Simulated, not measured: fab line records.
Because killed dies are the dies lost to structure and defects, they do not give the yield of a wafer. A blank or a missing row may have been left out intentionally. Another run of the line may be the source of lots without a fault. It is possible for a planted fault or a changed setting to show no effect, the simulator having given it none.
fab line records -- flow sky130
[record] lots = 12, wafers = 36, lastDay = 50
route steps=708 shown METAL3@566 METAL4@600 VIA4@641 PAD_OPEN@708
lots that met no fault: from a run of the same line without faults
startH: the number of hours between the record's first day and the start of the first shown wafer of the lot -- waitH: hours elapsed since this lot's preceding step -- " unchanged from the row above -- L1.1+2: several wafers, shown together as one row -- - no value, or no start given -- * or withheld: withheld -- < > ~ a bound
route shown NAME@n: names a module that has steps shown in the file, with the first one's number in the route -- usual: the fault-free wafers' mean and standard deviation -- same: alike in all rows -- chamber/n: place in a boat -- sites: readings site by site -- _std_site: the standard deviation of these -- _edge_site: the outer-site mean with the inner-site mean subtracted -- radiusMm: for every site, how far away it sits from the centre of the wafer -- mask NAME#n: copy n -- behind: the tool/chamber that last shaped the wafer -- hold: the reason the lot was held/the length of the hold in hours/how it ended -- device: which transistor (n, p or np) failed to switch -- end of line: the tests these same wafers got at the end of their route -- for a step that has no rows: nothing shown but its recipe -- killed: dies lost to structure and defects at the first sort, not the wafer's yield -- map: a wafer's dies, marking killed ones x, the rest . and places with no die _
set.NAME: the setting the step ran with; set.NAME@STEP: the setting that earlier step ran with -- model.NAME: the simulator's own value behind a step, which no gauge read
one table for each step of the route and one row for each wafer, over a sample of lots
services: from which hour (startH, from the record's first day; less than 0 if before it) a tool's chamber was out of use, for how many hours, and why
[[steps]]
[step SKY_METAL3_ETCH_16]
[recipe] chemistry = N2/H2, target = BARC, ionEnergyEv = 200, biasW = 100, pressureMtorr = 30, n2FlowSccm = 100, h2FlowSccm = 200, icpW = 500, stopOn = SiO2, timeS = 88.2, targetDepthA = 600
[usual] chamberPressureMTorr = 29.998/0.028, drypumpMotorCurrentA = 5.7/0.44, oesProductAu = 0.622/0.0043, throttleValvePct = 13.204/0.0092
lot.wafer,tool,chamber,startH,waitH,chamberPressureMTorr,drypumpMotorCurrentA,oesProductAu,rfHoursCounterH,throttleValvePct
L870.1,rieMetal-02,0,913.42,0.0,30.015,5.6,0.618,10,13.204
L870.5,rieMetal-02,1,913.42,0.0,29.990,6.2,0.625,-,13.189
L870.6,rieMetal-02,0,913.42,0.0,29.989,5.5,0.623,-,13.194
L871.2,rieMetal-04,1,931.60,0.0,29.996,5.7,0.621,5,13.192
L871.4,rieMetal-04,1,931.60,0.0,29.996,5.7,0.614,-,13.218
L871.5,rieMetal-04,1,931.60,0.0,30.017,5.7,0.625,-,13.215
L872.1,rieMetal-04,1,936.12,0.0,30.004,5.7,0.622,5,13.211
L872.2,rieMetal-04,0,936.12,0.0,30.013,6.2,0.623,11,13.197
L872.6,rieMetal-04,0,936.12,0.0,30.005,6.2,0.621,-,13.196
L875.1,rieMetal-04,0,946.32,0.0,29.954,6.2,0.624,11,13.197
L875.5,rieMetal-04,0,946.32,0.0,29.994,6.2,0.619,-,13.189
L875.6,rieMetal-04,1,946.32,0.0,30.020,5.7,0.616,-,13.195
L878.1,rieMetal-04,0,963.77,0.0,29.979,6.2,0.617,12,13.197
L878.2,rieMetal-04,1,963.77,0.0,30.014,5.7,0.626,6,13.197
L878.4,rieMetal-04,0,963.77,0.0,29.985,6.2,0.631,-,13.213
L879.2,rieMetal-03,1,977.87,0.0,30.023,4.9,0.624,4,13.191
L879.4,rieMetal-03,1,977.87,0.0,29.941,4.9,0.624,-,13.204
L879.6,rieMetal-03,0,977.87,0.0,29.922,5.6,0.618,-,13.201
L881.2,rieMetal-04,0,990.07,0.0,29.984,6.2,0.623,13,13.209
L881.4,rieMetal-04,1,990.07,0.0,30.030,5.7,0.624,-,13.197
L881.5,rieMetal-04,1,990.07,0.0,29.973,5.7,0.624,-,13.200
L883.2,rieMetal-02,0,992.47,0.0,29.950,5.6,0.615,15,13.205
L883.3,rieMetal-02,0,992.47,0.0,30.016,5.5,0.630,-,13.227
L883.6,rieMetal-02,0,992.47,0.0,29.990,5.6,0.622,-,13.206
L882.2,rieMetal-04,1,993.86,0.0,29.985,5.7,0.624,8,13.181
L882.3,rieMetal-04,0,993.86,0.0,30.000,6.2,0.619,-,13.206
L882.6,rieMetal-04,1,993.86,0.0,29.981,5.7,0.622,-,13.198
L884.1,rieMetal-03,1,1013.32,0.0,30.040,4.9,0.618,6,13.208
L884.2,rieMetal-03,0,1013.32,0.0,29.984,5.6,0.622,8,13.202
L884.3,rieMetal-03,1,1013.32,0.0,30.069,4.9,0.626,-,13.212
L885.1,rieMetal-02,0,1015.32,0.0,29.978,5.5,0.622,16,13.205
L885.5,rieMetal-02,0,1015.32,0.0,30.019,5.6,0.620,-,13.204
L885.6,rieMetal-02,1,1015.32,0.0,29.971,6.1,0.621,-,13.200
L891.1,rieMetal-03,0,1044.42,0.0,30.034,5.6,0.615,11,13.205
L891.5,rieMetal-03,0,1044.42,0.0,30.012,5.5,0.624,-,13.211
L891.6,rieMetal-03,1,1044.42,0.0,29.981,4.9,0.616,-,13.190
[step SKY_METAL4_SPUTTER_02]
[recipe] material = AlCu, targetThkNm = 735, powerW = 10600, timeS = 39.1, chamberPressurePa = 0.4
[usual] throttleValvePct = 30.1/1
lot.wafer,tool,chamber,startH,waitH,throttleValvePct
L870.1,pvdSputter-01,-,941.38,0.0,30.1
L870.5,pvdSputter-01,-,941.38,0.0,28.6
L870.6,pvdSputter-01,-,941.38,0.0,31.5
L871.2,pvdSputter-01,-,958.37,0.0,30.2
L871.4,pvdSputter-01,-,958.37,0.0,31.5
L871.5,pvdSputter-01,-,958.37,0.0,30.5
L872.1,pvdSputter-02,-,964.44,0.0,30.1
L872.2,pvdSputter-02,-,964.44,0.0,29.9
L872.6,pvdSputter-02,-,964.44,0.0,30.8
L875.1,pvdSputter-02,-,973.48,0.0,29.8
L875.5,pvdSputter-02,-,973.48,0.0,29.9
L875.6,pvdSputter-02,-,973.48,0.0,29.9
L878.1,pvdSputter-02,-,989.05,0.0,29.9
L878.2,pvdSputter-02,-,989.05,0.0,28.5
L878.4,pvdSputter-02,-,989.05,0.0,30.4
L879.2,pvdSputter-02,-,1004.93,0.0,28.7
L879.4,pvdSputter-02,-,1004.93,0.0,31.3
L879.6,pvdSputter-02,-,1004.93,0.0,29.7
L881.2,pvdSputter-02,-,1017.67,0.0,29.8
L881.4,pvdSputter-02,-,1017.67,0.0,28.6
L881.5,pvdSputter-02,-,1017.67,0.0,30.0
L883.2,pvdSputter-02,-,1019.79,0.0,30.0
L883.3,pvdSputter-02,-,1019.79,0.0,30.9
L883.6,pvdSputter-02,-,1019.79,0.0,28.8
L882.2,pvdSputter-04,-,1020.49,0.0,30.5
L882.3,pvdSputter-04,-,1020.49,0.0,29.3
L882.6,pvdSputter-04,-,1020.49,0.0,30.4
L884.1,pvdSputter-04,-,1040.55,0.0,29.1
L884.2,pvdSputter-04,-,1040.55,0.0,29.9
L884.3,pvdSputter-04,-,1040.55,0.0,30.3
L885.1,pvdSputter-01,-,1042.14,0.0,31.2
L885.5,pvdSputter-01,-,1042.14,0.0,31.4
L885.6,pvdSputter-01,-,1042.14,0.0,30.0
L891.1,pvdSputter-02,-,1069.25,0.0,30.1
L891.5,pvdSputter-02,-,1069.25,0.0,31.1
L891.6,pvdSputter-02,-,1069.25,0.0,28.8
[step SKY_VIA4_CMP_02]
[recipe] material = SiO2, downForcePsi = 4, platenRpm = 60, padVelocityMS = 0.94248
[usual] headPressurePsi = 4.001/0.009, motorCurrentA = 12.4/0.86
lot.wafer,tool,chamber,startH,waitH,headPressurePsi,motorCurrentA
L870.1,cmp-01,3,990.76,0.3,3.985,11.9
L870.5,cmp-01,1,990.76,0.3,4.009,11.8
L870.6,cmp-01,2,990.76,0.3,4.011,12.5
L871.2,cmp-01,0,1017.11,0.1,3.999,11.6
L871.4,cmp-01,1,1017.11,0.1,4.006,11.8
L871.5,cmp-01,3,1017.11,0.1,4.000,11.7
L872.2,cmp-02,0,1017.20,0.2,4.005,11.5
L872.1,cmp-02,1,1017.20,0.2,4.004,11.8
L872.6,cmp-02,0,1017.20,0.2,4.007,11.4
L875.1,cmp-02,0,1021.14,0.2,3.990,11.4
L875.5,cmp-02,2,1021.14,0.2,4.009,13.8
L875.6,cmp-02,3,1021.14,0.2,3.978,13.7
L878.2,cmp-02,0,1038.19,0.0,4.003,11.5
L878.1,cmp-02,2,1038.19,0.0,4.006,13.2
L878.4,cmp-02,3,1038.19,0.0,3.992,13.1
L879.2,cmp-02,2,1053.72,0.0,4.015,14.1
L879.4,cmp-02,3,1053.72,0.0,3.997,14.7
L879.6,cmp-02,3,1053.72,0.0,3.998,13.1
L881.2,cmp-02,1,1065.80,0.1,3.994,11.4
L881.4,cmp-02,2,1065.80,0.1,4.006,13.1
L881.5,cmp-02,3,1065.80,0.1,4.002,13.6
L883.2,cmp-02,3,1066.59,0.1,4.008,14.7
L883.3,cmp-02,0,1066.59,0.1,4.001,11.7
L883.6,cmp-02,2,1066.59,0.1,4.008,13.3
L882.2,cmp-01,0,1066.95,0.1,4.001,11.9
L882.3,cmp-01,1,1066.95,0.1,3.999,11.2
L882.6,cmp-01,0,1066.95,0.1,3.998,12.3
L884.2,cmp-02,2,1090.00,3.9,4.006,13.5
L884.3,cmp-02,3,1090.00,3.9,4.000,12.9
L884.1,cmp-02,1,1090.00,3.9,4.000,11.4
L885.1,cmp-01,2,1091.39,3.6,4.002,13.0
L885.5,cmp-01,1,1091.39,3.6,3.984,12.6
L885.6,cmp-01,2,1091.39,3.6,4.005,13.1
L891.1,cmp-01,3,1111.01,0.1,3.996,12.6
L891.5,cmp-01,2,1111.01,0.1,3.989,12.4
L891.6,cmp-01,3,1111.01,0.1,3.991,12.3
[step SKY_VIA4_EXPOSE_08]
[recipe] maskId = VIM4, na = 0.6, sourceShape = conventional, sigmaOuter = 0.6, polarization = unpolarized, targetCdNm = 800, doseMj = 132
[same] sigmaOuter = 0.6
lot.wafer,tool,chamber,startH,waitH,mask
L870.1+5+6,ilineStepper-02,0,1002.39,-,VIM4#0
L871.2+4+5,ilineStepper-01,0,1029.91,-,VIM4#0
L872.1+2+6,ilineStepper-02,0,1030.31,-,VIM4#0
L875.1+5+6,ilineStepper-01,0,1034.55,-,VIM4#0
L878.1+2+4,ilineStepper-01,0,1048.60,-,VIM4#0
L879.2+4+6,ilineStepper-02,0,1064.91,-,VIM4#0
L881.2+4+5,ilineStepper-02,0,1076.59,-,VIM4#0
L883.2+3+6,ilineStepper-02,0,1077.89,-,VIM4#0
L882.2+3+6,ilineStepper-01,0,1078.22,-,VIM4#0
L884.1+2+3,ilineStepper-01,0,1097.78,-,VIM4#0
L885.1+5+6,ilineStepper-01,0,1100.13,-,VIM4#0
L891.1+5+6,ilineStepper-01,0,1120.03,-,VIM4#0
[step SKY_PAD_OPEN_PROBE_99]
[usual] defectLimitedYield = 82.9/1.8, killed_at_M0_to_M3 = 42/7.2, killed_at_M4_up = 3.2/1.8, killedAtContacts = 24/5.4, killedAtFrontEnd = 15/4, killedAtOther = 0.3/0.59, killedDies = 84/9, killedOnRim = 17/3.3, killedOpen = 46/7.1, killedShort = 38/6, sort_bin_3_pad_short = 0.8/0.41, sort_bin_5_function = 10.1/1.3, sort_bin_6_memory = 6.3/1.2, sortNPass = 408/9, sortYieldPct = 82.9/1.8
[same] grossDies = 492, killedAtBackSide = 0, sort_bin_4_leakage[%] = 0, sort_bin_8_speed[%] = 0
lot.wafer,tool,chamber,startH,waitH,hold,defectLimitedYield[%],killed_at_M0_to_M3,killed_at_M4_up,killedAtContacts,killedAtFrontEnd,killedAtOther,killedDies,killedOnRim,killedOpen,killedShort,sort_bin_3_pad_short[%],sort_bin_5_function[%],sort_bin_6_memory[%],sortNPass,sortYieldPct[%]
L872.1,prober-02,-,1109.94,0.1,-,82.9,41,0,26,17,0,84,17,49,35,1.8,8.9,6.3,408,82.9
L872.2,prober-02,-,1109.99,0.1,-,77.4,47,3,40,21,0,111,20,60,51,0.8,12.8,8.9,381,77.4
L872.6,prober-02,-,1110.19,0.2,-,82.3,51,2,23,11,0,87,20,45,40,0.8,10.6,6.3,405,82.3
L883.2,prober-01,-,1154.83,0.1,-,81.7,45,2,26,17,0,90,19,53,37,0.8,8.3,9.1,402,81.7
L883.3,prober-01,-,1154.88,0.2,-,77.6,54,4,35,15,2,110,21,53,56,0.8,11.6,10.0,382,77.6
L883.6,prober-01,-,1155.03,0.2,-,82.5,50,3,22,11,0,86,15,56,30,0.4,12.0,5.1,406,82.5
L891.1,prober-02,-,1188.84,0.1,awaitDispo/4.5h/release,29.3,323,2,16,7,0,348,70,27,26,3.5,50.0,17.3,144,29.3
L891.5,prober-02,-,1189.04,0.2,awaitDispo/4.5h/release,25.2,344,3,12,9,0,368,71,23,15,5.9,49.4,19.5,124,25.2
L891.6,prober-02,-,1189.09,0.2,awaitDispo/4.5h/release,26.4,335,1,18,8,0,362,61,29,21,6.1,49.0,18.5,130,26.4
// killed by level:class
L872.1 VIA3:geometricParticle:open=9 VIA1:geometricParticle:open=9 CONTACT:geometricParticle:open=8 METAL2:geometricParticle:short=6 VIA2:geometricParticle:open=6 FIELD_ISO:geometricParticle:short=5 LI_CONTACT:geometricParticle:open=5 LOCAL_INTERCONNECT:geometricParticle:short=5
L872.2 CONTACT:geometricParticle:open=15 VIA2:geometricParticle:open=9 LI_CONTACT:geometricParticle:open=8 VIA1:geometricParticle:short=7 POLY_GATE:geometricParticle:short=6 LOCAL_INTERCONNECT:geometricParticle:short=6 VIA1:geometricParticle:open=6 VIA3:geometricParticle:open=6
L872.6 VIA1:geometricParticle:open=16 LI_CONTACT:geometricParticle:open=7 LOCAL_INTERCONNECT:geometricParticle:short=6 METAL2:geometricParticle:short=6 CONTACT:geometricParticle:open=5 VIA3:geometricParticle:open=5 VIA1:geometricParticle:short=5 VIA3:geometricParticle:short=4
L883.2 VIA1:geometricParticle:open=10 VIA3:geometricParticle:open=10 CONTACT:geometricParticle:open=8 CONTACT:geometricParticle:short=6 VIA1:geometricParticle:short=6 LI_CONTACT:geometricParticle:open=5 METAL1:geometricParticle:short=5 VIA2:geometricParticle:open=5
L883.3 VIA1:geometricParticle:open=11 CONTACT:geometricParticle:open=10 VIA2:geometricParticle:open=9 LOCAL_INTERCONNECT:geometricParticle:short=7 CONTACT:geometricParticle:short=7 METAL3:geometricParticle:short=7 POLY_GATE:geometricParticle:open=6 LI_CONTACT:geometricParticle:open=6
L883.6 VIA1:geometricParticle:open=18 CONTACT:geometricParticle:open=8 VIA3:geometricParticle:open=8 LI_CONTACT:geometricParticle:open=7 VIA2:geometricParticle:open=6 FIELD_ISO:geometricParticle:short=4 VIA2:geometricParticle:short=4 LOCAL_INTERCONNECT:geometricParticle:short=3
L891.1 VIA1:unspecified=295 VIA2:geometricParticle:open=7 METAL1:geometricParticle:short=6 LI_CONTACT:geometricParticle:open=5 CONTACT:geometricParticle:open=4 METAL2:geometricParticle:short=4 FIELD_ISO:geometricParticle:open=3 LI_CONTACT:geometricParticle:short=3
L891.5 VIA1:unspecified=330 CONTACT:geometricParticle:open=6 FIELD_ISO:geometricParticle:short=4 VIA3:geometricParticle:open=4 LI_CONTACT:geometricParticle:open=3 VIA1:geometricParticle:open=3 VIA2:geometricParticle:open=3 METAL4:geometricParticle:short=3
L891.6 VIA1:unspecified=312 CONTACT:geometricParticle:short=7 CONTACT:geometricParticle:open=5 VIA2:geometricParticle:open=5 VIA3:geometricParticle:open=5 LI_CONTACT:geometricParticle:open=4 VIA1:geometricParticle:open=4 FIELD_ISO:geometricParticle:open=3
[[services]]
tool,chamber,startH,hours,kind
pvdSputter-02,-,891.42,2.8,repair
ilineStepper-01,-,899.60,10.7,repair
cmp-01,-,912.00,4.0,pm
rieMetal-04,-,912.26,0.7,repair
cmp-01,-,933.14,1.4,repair
cmp-01,-,937.93,0.3,repair
rieMetal-04,-,949.64,2.8,pm
cmp-01,-,960.85,6.0,pm
ilineStepper-02,-,964.33,19.5,repair
ilineStepper-01,-,969.15,7.9,repair
pvdSputter-02,-,975.52,0.5,repair
pvdSputter-02,-,1011.14,3.4,repair
cmp-01,-,1019.73,1.0,repair
cmp-01,-,1029.96,1.0,repair
cmp-02,-,1032.68,4.8,repair
cmp-01,-,1048.72,6.0,pm
cmp-01,-,1059.60,0.3,repair
ilineStepper-02,-,1060.67,1.7,pm
cmp-02,-,1072.71,2.6,repair
ilineStepper-02,-,1082.75,11.0,repair
cmp-01,-,1083.59,0.2,repair
cmp-02,-,1084.20,4.0,pm
ilineStepper-01,-,1087.11,7.2,repair
ilineStepper-01,-,1098.31,1.7,pm
[[key]]
[firstSign] step = SKY_PAD_OPEN_PROBE_99, reading = hold, direction = added
effect none on later readings
metAt SKY_VIA4_EXPOSE_08
struckLots L891
notActingAt SKY_METAL3_ETCH_16,SKY_METAL4_SPUTTER_02,SKY_VIA4_CMP_02
onsetBetween 1100.13 1120.03
alsoFits time
[earlierFault] kind = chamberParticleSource, tool = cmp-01, chamber = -, onsetH = 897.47, steps = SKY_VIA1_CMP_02, ratePerVisitCm2 = 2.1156
[fault] kind = processParameterDrift, tool = ilineStepper-01, chamber = -, onsetH = 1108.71, steps = SKY_VIA4_EXPOSE_08, channel = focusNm, offset = 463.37, spreadByWafer = 0.3, shape = step
